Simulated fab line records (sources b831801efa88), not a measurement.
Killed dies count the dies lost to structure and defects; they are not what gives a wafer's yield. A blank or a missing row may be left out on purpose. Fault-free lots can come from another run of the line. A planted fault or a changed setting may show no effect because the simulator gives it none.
Problem report, 8D (eight disciplines) form, completed by code | flow gf180mcu | the parts of the form that need people (team, actions taken, sign-off) are left out

== 1. THE ISSUE ==
Mean NSD_TW at GF_NSD_TW_MEAS_12: 3787 over 6 wafers in 2 lots; fault-free wafers: 4205, standard deviation 43. Relative to the usual mean, that is a shift of -9.7 standard deviations.
First seen on wafer L876.3, day 18 04:44, on filmMetro-02. Wafers with a number at this step in the record: 33, from 11 lots. The rule behind "out" and "out of limits": a value lying over 4 standard deviations away from the usual mean. The rest of the wafers with a number are treated as sound.

== 2. WHAT THIS IS AND IS NOT ==
question                    | is                         | is not
which readings at this step | NSD_TW                     | -
which lots                  | L876, L878                 | L867, L868, L869, L870, L872, L880, L881, L883, L885
which wafers of those lots  | all that have a number     | -
read on which gauges        | filmMetro-01, filmMetro-02 | filmMetro-04
when                        | from day 18 04:44          | up to then (15 sound wafers); but 12 sound wafers of L880, L881, L883, L885 came after

== 3. WHAT RULES OUT EACH SUSPECT ==
Counting: any tool at a process step up to the reading is kept as a suspect provided that every lot that is out went through it and no sound lot did after the first of them.
- the gauge at GF_NSD_TW_MEAS_12: ruled out. Those wafers that are out were read across 2 gauges (filmMetro-01, filmMetro-02).
- implanter-03 at GF_NSD_IMPLANT_09: kept. All lots that are out passed through it, beginning with L876 at day 18 04:22, and no sound lot followed; its final sound lot before that point was L872 at day 16 13:40. On those wafers its own readings are out: beamOnS, doseIonsCm2, endStationPressureTorr, faradayCurrentUA.
- plasmaAsher-04 at GF_NSD_STRIP_11 (strips in O2/N2): kept. All lots that are out passed through it, beginning with L876 at day 18 04:38, and no sound lot followed; its final sound lot before that point was L867 at day 15 01:51. On those wafers its own readings are out: oesProductAu, stripTimeToEndpointS.
What counting leaves: implanter-03 at GF_NSD_IMPLANT_09 and plasmaAsher-04 at GF_NSD_STRIP_11.

== 4. THE CAUSE (what the simulator had put in) ==
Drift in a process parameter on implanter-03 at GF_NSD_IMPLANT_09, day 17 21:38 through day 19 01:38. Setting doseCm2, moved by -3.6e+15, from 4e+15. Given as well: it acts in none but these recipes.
2 suspects survive the count, and this tool is in that group.

== 5. THE EFFECT CHAIN, in route order ==
Rows list readings where the struck wafers' mean (over those with a number) sits beyond 3 standard deviations from the usual. Readings are gone through only where the record gives a usual standard deviation; hours: the median, over the lots, of the time from a lot's start at the first step in this table giving one to that lot's start at this step; sigmas: the change measured in usual standard deviations.
hours | step              | reading                | usual         | on struck wafers | change    | sigmas
0     | GF_NSD_IMPLANT_09 | beamOnS                | 18.0 s        | 10.2             | -7.8      | -7.1
0     | GF_NSD_IMPLANT_09 | doseIonsCm2            | 4e+15         | 4e+14            | -4e+15    | -99 or more
0     | GF_NSD_IMPLANT_09 | endStationPressureTorr | 1.34e-05 Torr | 6.67e-06         | -6.73e-06 | -7.2
0     | GF_NSD_IMPLANT_09 | faradayCurrentUA       | 12193         | 2198             | -9995     | -13
0     | GF_NSD_STRIP_11   | oesProductAu           | 0.486 a.u.    | 0.605            | +0.119    | +29
0     | GF_NSD_STRIP_11   | stripTimeToEndpointS   | 22.95 s       | 15.69            | -7.26     | -99 or more
0     | GF_NSD_TW_MEAS_12 | NSD_TW                 | 4205          | 3787             | -418      | -9.7
25    | GF_PSD_RS_MEAS_14 | NSD_RS                 | 46.12 ohm/sq  | 96.67            | +50.55    | +99 or more
It contains these process steps:
- GF_NSD_IMPLANT_09
- GF_NSD_STRIP_11: strips in O2/N2.

== 6. HOW IT WOULD HAVE BEEN CAUGHT EARLIER ==
7 hours passed between the start of the fault at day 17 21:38 and the first reading out of limits at a measuring or inspecting step in this record, taken at day 18 04:44.
At GF_NSD_IMPLANT_09, the tool's own readings (beamOnS, doseIonsCm2, endStationPressureTorr, faradayCurrentUA) were out on each struck wafer the step has a row for, so an alarm limit on them would have fired on the first such wafer.
Lots out: 2; of these, L878 started GF_NSD_IMPLANT_09 on implanter-03 after day 18 04:44. A hold on the tool at that time would have spared it.
